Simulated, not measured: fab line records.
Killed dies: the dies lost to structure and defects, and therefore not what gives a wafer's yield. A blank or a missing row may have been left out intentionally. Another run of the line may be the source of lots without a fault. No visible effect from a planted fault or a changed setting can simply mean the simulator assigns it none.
Which of the tools did it? ; flow sky130 ; 11 lots, 33 wafers sampled, at 2 steps of a route of 708

## WHAT THE GAUGES SHOWED, per wafer
SKY_VIA3_RS_MEAS_22: uses a four-point probe to measure.
lot;measured;on;VIA3_W_RS (ohm/sq)
L257;day 40 08:06;filmMetro-04;0.288 0.296 0.296
L258;day 40 11:01;filmMetro-02;0.285 0.293 0.285
L261;day 41 06:59;filmMetro-03;0.293 0.294 0.288
L262;day 41 16:07;filmMetro-03;0.296 0.289 0.288
L263;day 41 21:55;filmMetro-04;0.293 0.294 0.297
L265;day 42 15:35;filmMetro-04;0.288 0.286 0.292
L266;day 42 19:39;filmMetro-04;0.293 0.289 0.293
L268;day 43 08:20;filmMetro-02;0.296 0.288 0.298
L274;day 44 23:04;filmMetro-03;0.308 0.308 0.309
L275;day 45 04:19;filmMetro-02;0.312 0.311 0.317
L278;day 45 21:03;filmMetro-03;0.300 0.291 0.298

## WHAT TOOL EACH LOT RAN ON (gives the tool, then ch and the chambers of the sampled wafers, and finally the start)
lot;SKY_VIA3_CVD_21
L257;cvdW-02 ch 0,1, day 40 07:59
L258;cvdW-02 ch 0,1, day 40 10:54
L261;cvdW-02 ch 0,1, day 41 06:51
L262;cvdW-02 ch 0,1, day 41 15:59
L263;cvdW-01 ch 0,1, day 41 21:47
L265;cvdW-01 ch 0,1, day 42 15:27
L266;cvdW-01 ch 0,1, day 42 19:32
L268;cvdW-02 ch 0,1, day 43 08:13
L274;cvdW-01 ch 0, day 44 22:56
L275;cvdW-01 ch 0,1, day 45 04:11
L278;cvdW-02 ch 0,1, day 45 20:55
- SKY_VIA3_CVD_21: deposits W, target thk 390 nm, time 117.31 s.

## THE ANSWER, worked out from the rows above alone
Rule: what is usual is taken from the lots themselves. Put in order of their means at a reading, lots are off if they are a third of the lots or fewer, leave a main group of 4 or more, and stand apart from it by a gap of 3 or more times the standard deviation of the main group's means; of several such gaps the widest counts. If all means in a main group match to the digits the tables above print for the reading, that group is not used. A lot without any number at a reading at which 4 lots or more have one is off too. All remaining lots with rows at the step are treated as sound.
Off: L274, L275, seen at SKY_VIA3_RS_MEAS_22 (VIA3_W_RS). Main group: mean 0.292 ohm/sq, sd 0.0026.
A tool fits if, at a process step before that reading, it ran every lot that is off, and no sound lot after the first of them. Gauges at SKY_VIA3_RS_MEAS_22: tried the same way as those tools. One fits: cvdW-01 at SKY_VIA3_CVD_21. Its last sound lot is L266 (day 42 19:32), its first lot that is off L274 (day 44 22:56): a fault that began between those two fits.

## WHAT THE SIMULATOR HAD PUT IN
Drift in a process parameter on cvdW-01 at SKY_VIA3_CVD_21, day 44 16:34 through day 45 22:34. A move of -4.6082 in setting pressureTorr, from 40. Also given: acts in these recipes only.
Struck lots among those shown: L274, L275. Same finding as the rule above.
